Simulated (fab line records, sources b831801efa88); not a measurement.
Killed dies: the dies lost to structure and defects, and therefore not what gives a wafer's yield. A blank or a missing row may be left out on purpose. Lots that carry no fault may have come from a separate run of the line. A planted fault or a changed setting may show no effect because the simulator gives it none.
Problem report, 8D (eight disciplines) form, completed by code + flow gf180mcu + the parts of the form that need people (team, actions taken, sign-off) are left out

1. WHAT WENT WRONG
MVPSD_RS at GF_VT_IMPLANT_RS_MEAS_49 reads a mean of 1223.8 ohm/sq on 3 wafers of 3 lots; wafers without a fault read 1169.3 ohm/sq with a standard deviation of 2.8. Measured from the usual mean, that is +19 standard deviations.
The step: measures by four-point-probe.
The first sign was on wafer L722.4 at day 9 22:32, on filmMetro-04. The record has a number at this step for 42 wafers belonging to 15 lots. By rule, "out" or "out of limits" means more than 4 standard deviations away from the usual mean. The rest of the wafers with a number are treated as sound.

2. WHAT IT IS, AND WHAT IT ISN'T
| question                    | is                         | is not                                                                                                               |
|-----------------------------|----------------------------|----------------------------------------------------------------------------------------------------------------------|
| which readings at this step | MVPSD_RS                   | -                                                                                                                    |
| which lots                  | L722, L723, L726           | L714, L715, L716, L717, L718, L728, L730, L731, L732, L734, L736, L737                                               |
| which wafers of those lots  | L722.4, L723.1, L726.4     | L722.5, L723.6, L726.6                                                                                               |
| read on which gauges        | filmMetro-01, filmMetro-04 | filmMetro-03                                                                                                         |
| when                        | from day 9 22:32           | up to then (16 sound wafers); but 23 sound wafers of L723, L726, L728, L730, L731, L732, L734, L736, L737 came after |

3. THE SUSPECTS, EACH WITH WHAT RULES IT OUT
Counting: a tool at a process step up to the reading stays a suspect if it ran every lot that is out. Sound lots after the first of them don't rule it out here, since some wafers of a struck lot are sound.
- the gauge at GF_VT_IMPLANT_RS_MEAS_49: ruled out. Those wafers that are out were read across 2 gauges (filmMetro-01, filmMetro-04).
- implanter-04 at GF_MVPSD_IMPLANT_09: kept. It processed each lot that is out (first: L722, day 7 02:38); up to then, its last sound lot is L716 (day 5 13:56). Out on those wafers are its own readings of beamOnS, faradayCurrentUA.
The count leaves implanter-04 at GF_MVPSD_IMPLANT_09.

4. THE CAUSE (what the simulator had put in)
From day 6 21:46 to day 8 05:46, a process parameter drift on implanter-04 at GF_MVPSD_IMPLANT_09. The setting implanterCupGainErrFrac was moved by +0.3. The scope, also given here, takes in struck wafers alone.
After counting, this tool was the only one left.

5. THE CHAIN OF EFFECTS, in route order
Each row: a reading whose mean over the struck wafers that have a number lies more than 3 standard deviations from the usual. Only readings whose record carries a usual standard deviation are examined. hours: median over the lots of the time between each lot's start at the first step of this table that gives one and its start at this step. sigmas: the change, counted in usual standard deviations.
| hours | step                     | reading          | usual         | on struck wafers | change | sigmas |
|-------|--------------------------|------------------|---------------|------------------|--------|--------|
| 0     | GF_MVPSD_IMPLANT_09      | beamOnS          | 9.98 s        | 7.67             | -2.31  | -12    |
| 0     | GF_MVPSD_IMPLANT_09      | faradayCurrentUA | 28.3          | 36.7             | +8.4   | +15    |
| 68    | GF_VT_IMPLANT_RS_MEAS_49 | MVPSD_RS         | 1169.3 ohm/sq | 1223.8           | +54.5  | +19    |
It contains these process steps:
- GF_MVPSD_IMPLANT_09

6. WHAT WOULD HAVE CAUGHT IT SOONER
In this record the first reading out of limits at a measuring or inspecting step was taken at day 9 22:32, 73 hours after the fault began at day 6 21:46.
The tool's own readings at GF_MVPSD_IMPLANT_09 were out on every struck wafer that the step has a row for (beamOnS, faradayCurrentUA): an alarm limit on them would have fired on the first of those.
Lots out: 3; all had begun GF_MVPSD_IMPLANT_09 on implanter-04 by day 9 22:32. A hold on the tool at that time would have spared none of them.
